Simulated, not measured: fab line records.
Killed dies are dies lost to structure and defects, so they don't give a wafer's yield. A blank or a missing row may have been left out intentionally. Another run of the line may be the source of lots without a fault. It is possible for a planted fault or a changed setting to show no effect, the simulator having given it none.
A struck lot beside a sound one / flow sky130 / 16 steps out of a route of 708
Sound: the wafers L989.2, L989.4, L989.6. Struck: wafer L101.5 (left out: L101.2, a lot-mate that was not struck); the cause follows at the end.
Per side, at each step with rows, come the tool, then ch with its chambers, and then its first start. Under that, the readings that differ: sound wafers / struck wafers / difference of the means / sigmas: that difference in standard deviations of wafers without a fault.
alike: readings with means less than 2 such deviations apart, plus words and numbers identical on both sides. not compared: withheld readings, readings lacking a value on some wafer, bounds such as >300 that could conceal the same value, and numbers that have no deviation in the record and whose values overlap.
A row with sigmas, a row that says differs or no value, or rows on one side alone: a step with any of these is where the two part. Numbers that don't overlap but have no deviation are shown without sigmas and don't part them. Lack of a reading on every wafer of one side parts them only where that side has two or more wafers.

first, 1 step without rows for these wafers: SKY_POLY_CUT_DEVELOP_07 (develop time 60 s).
SKY_POLY_CUT_CD_MEAS_08: the cd target is 270 nm.
  sound on cdSem-01, day 24 21:31; struck on cdSem-01, day 29 02:07
  alike: cdNm
SKY_POLY_CUT_OVL_MEAS_09:
  sound on overlay-02, day 24 21:37; struck on overlay-02, day 29 02:13
  alike: POLY_CUT_OVL
SKY_POLY_CUT_ETCH_10: etches BARC in N2/H2, stops on SiO2, time 45.9 s, target depth 60 nm.
  sound on rieDiel-01 ch 0,3, day 24 21:39; struck on rieDiel-01 ch 1, day 29 02:15
reading=drypumpMotorCurrentA (A); sound=5.5 5.4 5.5; struck=6.2; difference=+0.7; sigmas=+2
  alike: oesProductAu, throttleValvePct
  not compared: rfHoursCounterH
SKY_POLY_CUT_ETCH_11: etches Si3N4 in CF4/CH2F2/Ar, stops on poly-Si, time 42.5 s, target depth 60 nm.
  sound on rieDiel-01 ch 0,3, day 24 21:41; struck on rieDiel-01 ch 1, day 29 02:17
reading=drypumpMotorCurrentA (A); sound=5.5 5.4 5.5; struck=6.2; difference=+0.7; sigmas=+2
  alike: mfcArSccm, oesProductAu, throttleValvePct
  not compared: rfHoursCounterH
SKY_POLY_CUT_STRIP_12: strips in O2/N2.
  sound on plasmaAsher-03 ch 0,1, day 24 21:44; struck on plasmaAsher-02 ch 1, day 29 02:20
reading=drypumpMotorCurrentA (A); sound=5.3 5.3 5.7; struck=6.5; difference=+1.1; sigmas=+2
  alike: oesProductAu, stripTimeToEndpointS
  not compared: rfHoursCounterH
then, 6 steps without rows for these wafers: SKY_SD_P_DEHYDRATE_00 (time 60 s); SKY_SD_P_HMDS_01 (prime time 60 s); SKY_SD_P_COAT_02 (resist thk 1140 nm); SKY_SD_P_SOFTBAKE_03 (time 60 s); SKY_SD_P_EXPOSE_04 (exposes mask PSDM, target cd 380 nm); SKY_SD_P_PEB_05.
SKY_SD_P_DEVELOP_06: develop time 60 s.
  sound on lithoTrack-02 ch 0, day 26 02:47; struck on lithoTrack-02 ch 0, day 30 05:59
SKY_SD_P_CD_MEAS_07: the cd target is 380 nm.
  sound on cdSem-01, day 26 02:56; struck on cdSem-02, day 30 06:25
reading=cdNm (nm); sound=379.8 382.5 380.7; struck=367.5; difference=-13.5; sigmas=-6
  not compared: hold
SKY_SD_P_OVL_MEAS_08:
  sound on overlay-01, day 26 03:02; struck on overlay-02, day 30 18:24
reading=hold; sound=- - -; struck=awaitDispo/11.8h/release; difference=no value on the sound wafers; sigmas=
  alike: SD_P_OVL
SKY_PAD_OPEN_PROBE_99:
  sound wafers here have rows in the record (prober-01, day 46 08:38); struck ones have none

== WHERE THEY PART ==
Last at SKY_PAD_OPEN_PROBE_99 as far as this record goes, first at SKY_POLY_CUT_ETCH_10.

WHY: what had been put in by the simulator
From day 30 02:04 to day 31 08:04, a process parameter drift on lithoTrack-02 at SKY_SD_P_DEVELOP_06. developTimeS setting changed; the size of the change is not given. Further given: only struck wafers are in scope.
